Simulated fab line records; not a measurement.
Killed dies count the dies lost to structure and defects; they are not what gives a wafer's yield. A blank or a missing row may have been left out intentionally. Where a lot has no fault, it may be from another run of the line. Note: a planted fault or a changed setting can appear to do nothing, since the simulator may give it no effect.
Matching of chambers / flow sky130 / SKY_LI_CONTACT_CMP_24 on cmp-02: 4 sister chambers
The step polishes, stops on PSG, t overpolish 20 s, target thk 0 nm. 8 wafers are shown with their chamber, then 7 later ones without.

## WAFERS, EACH WITH ITS CHAMBER
wafer=L623.1; chamber=0; motor_current_A (A)=11.2; slurry_flow_ml_min=149.5
wafer=L623.6; chamber=0; motor_current_A (A)=11.1; slurry_flow_ml_min=149.3
wafer=L624.1; chamber=1; motor_current_A (A)=10.6; slurry_flow_ml_min=150.1
wafer=L624.6; chamber=2; motor_current_A (A)=11.0; slurry_flow_ml_min=149.9
wafer=L626.4; chamber=3; motor_current_A (A)=10.5; slurry_flow_ml_min=149.9
wafer=L626.5; chamber=2; motor_current_A (A)=11.0; slurry_flow_ml_min=150.1
wafer=L626.6; chamber=1; motor_current_A (A)=10.3; slurry_flow_ml_min=150.2
wafer=L635.1; chamber=3; motor_current_A (A)=10.5; slurry_flow_ml_min=149.0

## WAFERS MISSING THEIR CHAMBER
wafer=L635.2; motor_current_A (A)=10.5; slurry_flow_ml_min=150.1
wafer=L636.2; motor_current_A (A)=10.6; slurry_flow_ml_min=149.7
wafer=L636.4; motor_current_A (A)=10.6; slurry_flow_ml_min=150.5
wafer=L636.5; motor_current_A (A)=10.4; slurry_flow_ml_min=150.0
wafer=L640.1; motor_current_A (A)=9.9; slurry_flow_ml_min=150.4
wafer=L640.5; motor_current_A (A)=10.3; slurry_flow_ml_min=149.7
wafer=L640.6; motor_current_A (A)=10.5; slurry_flow_ml_min=149.9

## EACH ONE'S CHAMBER
wafer=L635.2; from the rows above=can't be placed: 1 or 3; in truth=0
wafer=L636.2; from the rows above=can't be placed: 3 or 1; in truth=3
wafer=L636.4; from the rows above=can't be placed: 1 or 3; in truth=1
wafer=L636.5; from the rows above=can't be placed: 1 or 3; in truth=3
wafer=L640.1; from the rows above=can't be placed: 1 or 3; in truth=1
wafer=L640.5; from the rows above=can't be placed: 1 or 3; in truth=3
wafer=L640.6; from the rows above=can't be placed: 1 or 3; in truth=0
Correctly placed: 0 of 7. Can't be placed from these rows: 7 (the true chamber is among the candidates in 5). Wrongly placed: 0.
How it was worked out, from the rows above alone: a wafer's distance from a chamber is the root of the sum, over the readings, of the square of ((its reading less the chamber's mean) divided by the reading's scatter). If the next closest chamber is less than 2 further off than the closest, the wafer can't be placed; otherwise it belongs to the closest. The mean given for a chamber averages the wafers shown for that chamber. The scatter: take each reading less its chamber's mean, square it, sum over the shown wafers, divide by the number of wafers less the number of chambers, and take the root.
